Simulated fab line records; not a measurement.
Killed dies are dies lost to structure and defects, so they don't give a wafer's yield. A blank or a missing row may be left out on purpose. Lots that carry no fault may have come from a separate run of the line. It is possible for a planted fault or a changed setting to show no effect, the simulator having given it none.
One fault seen from 2 desks :: flow gf180mcu :: only its own numbers are on each desk; what lay behind them is given at the end

AT THE METROLOGY DESK
What the gauges read, lot by lot, whatever tool the lot ran on: means of the sampled wafers that have a number. The brackets show how far a lot's mean lies from the usual mean; more than 4 standard deviations puts the lot out of limits, marked OUT.
Columns: A = V5_CVD_02_THK at GF_V5_THK_MEAS_03, usual 1452 nm; B = PASSIVATION_CVD_00_THK at GF_PASSIVATION_THK_MEAS_01, usual 996 nm
lot: L735
first seen here: day 26 08:32
A: 1480
B: 994

lot: L736
first seen here: day 27 03:49
A: 1467
B: 992

lot: L737
first seen here: day 27 05:24
A: 1455
B: 1014

lot: L738
first seen here: day 27 07:45
A: 1471
B: 996

lot: L739
first seen here: day 27 23:18
A: 1466
B: 978

lot: L740
first seen here: day 28 08:23
A: 1448
B: 975

lot: L748
first seen here: day 30 05:56
A: 1481
B: 1012

lot: L750
first seen here: day 30 18:27
A: 1451
B: 986

lot: L751
first seen here: day 31 04:53
A: 1426
B: 1003

lot: L753
first seen here: day 31 13:28
A: 1446
B: 994

lot: L754
first seen here: day 31 18:11
A: 1453
B: 1011

lot: L755
first seen here: day 32 04:18
A: 1422
B: 998

lot: L758
first seen here: day 32 16:34
A: 1453
B: 990
This desk found nothing out of limits on any of the 13 lots.

THE TOOL OWNER'S DESK: plasmaAsher-04
The tool's own readings at GF_M3_STRIP_17 (strips in O2/N2): means of the sampled wafers that have a number, for each lot that ran on this tool. The brackets show how far a lot's mean lies from the usual mean; more than 4 standard deviations puts the lot out of limits, marked OUT.
Columns: A = drypumpMotorCurrentA at GF_M3_STRIP_17, usual 5.85 A; B = heaterPowerW at GF_M3_STRIP_17, usual 329 W; C = oesProductAu at GF_M3_STRIP_17, usual 0.559 a.u.; D = platenTempC at GF_M3_STRIP_17, usual 250.02 C; E = stripTimeToEndpointS at GF_M3_STRIP_17, usual 7.91 s
lot: L735
first seen here: day 21 11:32
A: 5.91
B: 344
C: 0.559
D: 250.18
E: 7.90

lot: L736
first seen here: day 22 07:28
A: 5.93
B: 338
C: 0.561
D: 250.17
E: 7.96

lot: L737
first seen here: day 22 09:25
A: 5.96
B: 341
C: 0.557
D: 249.83
E: 7.90

lot: L738
first seen here: day 22 13:58
A: 5.94
B: 343
C: 0.559
D: 250.22
E: 7.85

lot: L739
first seen here: day 23 05:29
A: 5.92
B: 344
C: 0.556
D: 250.11
E: 7.85

lot: L740
first seen here: day 23 15:58
A: 5.89
B: 345
C: 0.559
D: 250.03
E: 7.92

lot: L750
first seen here: day 26 11:26
A: 5.91
B: 348
C: 0.556
D: 249.81
E: 7.91

lot: L751
first seen here: day 26 20:47
A: 5.92
B: 341
C: 0.559
D: 249.93
E: 7.91

lot: L755
first seen here: day 27 22:01
A: 5.91
B: 342
C: 0.559
D: 250.09
E: 7.89
This desk found nothing out of limits on any of the 9 lots.

TAKEN TOGETHER
The metrology desk saw nothing out of limits.
Nothing out of limits was seen by the tool owner's desk.

WHAT THE SIMULATOR HAD INSERTED
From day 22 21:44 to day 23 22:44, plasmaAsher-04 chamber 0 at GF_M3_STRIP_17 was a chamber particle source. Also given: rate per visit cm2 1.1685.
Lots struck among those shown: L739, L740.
